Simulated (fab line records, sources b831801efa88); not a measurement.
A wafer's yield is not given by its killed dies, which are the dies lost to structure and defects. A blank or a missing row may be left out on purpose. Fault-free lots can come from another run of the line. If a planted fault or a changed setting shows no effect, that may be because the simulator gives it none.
Shared-tool check / flow gf180mcu / 8 lots, 24 wafers sampled

## THE REASON FOR OPENING IT
Of 8 lots, 2 have the reading DNWELL_TW flagged at GF_DNWELL_TW_MEAS_09. No-fault wafers: 1343, standard deviation 9.4.
Rule: a lot gets a flag if all its wafers with a number sit over 4 standard deviations from that mean, or if no wafer of it has a number. The rest of the lots are taken to be sound.

lot=L621; measured=day 2 18:56; on=film-metro-04; DNWELL_TW, wafer by wafer=1340 1335 1353; flag=
lot=L622; measured=day 2 23:38; on=film-metro-03; DNWELL_TW, wafer by wafer=1340 1339 1338; flag=
lot=L623; measured=day 3 06:45; on=film-metro-01; DNWELL_TW, wafer by wafer=1352 1358 1359; flag=
lot=L624; measured=day 3 19:23; on=film-metro-03; DNWELL_TW, wafer by wafer=1333 1337 1339; flag=
lot=L625; measured=day 3 19:25; on=film-metro-01; DNWELL_TW, wafer by wafer=1351 1353 1349; flag=
lot=L627; measured=day 4 06:35; on=film-metro-01; DNWELL_TW, wafer by wafer=1356 1340 1347; flag=
lot=L634; measured=day 5 14:29; on=film-metro-03; DNWELL_TW, wafer by wafer=2501 2491 2501; flag=FLAGGED
lot=L635; measured=day 5 22:52; on=film-metro-01; DNWELL_TW, wafer by wafer=2525 2530 2527; flag=FLAGGED
Flagged lots average 2512: +1170 relative to the usual, that is +99 or more standard deviations.

## EACH LOT AND THE TOOL IT RAN ON
The record keeps 1 process step preceding the reading, out of 602 steps on the route. Every cell lists first the tool, next ch and the chambers used by the sampled wafers, and last the start.
lot=L621; flag=; GF_DNWELL_IMPLANT_07=implanter-03 ch 0, day 2 18:43
lot=L622; flag=; GF_DNWELL_IMPLANT_07=implanter-03 ch 0, day 2 23:24
lot=L623; flag=; GF_DNWELL_IMPLANT_07=implanter-02 ch 0, day 3 06:30
lot=L624; flag=; GF_DNWELL_IMPLANT_07=implanter-03 ch 0, day 3 19:09
lot=L625; flag=; GF_DNWELL_IMPLANT_07=implanter-01 ch 0, day 3 19:10
lot=L627; flag=; GF_DNWELL_IMPLANT_07=implanter-01 ch 0, day 4 06:23
lot=L634; flag=FLAGGED; GF_DNWELL_IMPLANT_07=implanter-01 ch 0, day 5 14:16
lot=L635; flag=FLAGGED; GF_DNWELL_IMPLANT_07=implanter-03 ch 0, day 5 22:38
These steps, and what they do:
- GF_DNWELL_IMPLANT_07
- GF_DNWELL_TW_MEAS_09

## FLAGGED AGAINST TOTAL, ONE TOOL AT A TIME (gauges that did the reading follow at the end)
step=GF_DNWELL_IMPLANT_07; tool=implanter-01; lots run=3; flagged=1; share of the flagged lots=some; sound lots run after its first flagged lot=0
step=GF_DNWELL_IMPLANT_07; tool=implanter-02; lots run=1; flagged=0; share of the flagged lots=none; sound lots run after its first flagged lot=-
step=GF_DNWELL_IMPLANT_07; tool=implanter-03; lots run=4; flagged=1; share of the flagged lots=some; sound lots run after its first flagged lot=0
step=GF_DNWELL_TW_MEAS_09; tool=film-metro-01; lots run=4; flagged=1; share of the flagged lots=some; sound lots run after its first flagged lot=0
step=GF_DNWELL_TW_MEAS_09; tool=film-metro-03; lots run=3; flagged=1; share of the flagged lots=some; sound lots run after its first flagged lot=0
step=GF_DNWELL_TW_MEAS_09; tool=film-metro-04; lots run=1; flagged=0; share of the flagged lots=none; sound lots run after its first flagged lot=-

## WHAT THE TABLE PERMITS
No row of the table ran every flagged lot.

## WHAT THE SIMULATOR HAD PUT IN
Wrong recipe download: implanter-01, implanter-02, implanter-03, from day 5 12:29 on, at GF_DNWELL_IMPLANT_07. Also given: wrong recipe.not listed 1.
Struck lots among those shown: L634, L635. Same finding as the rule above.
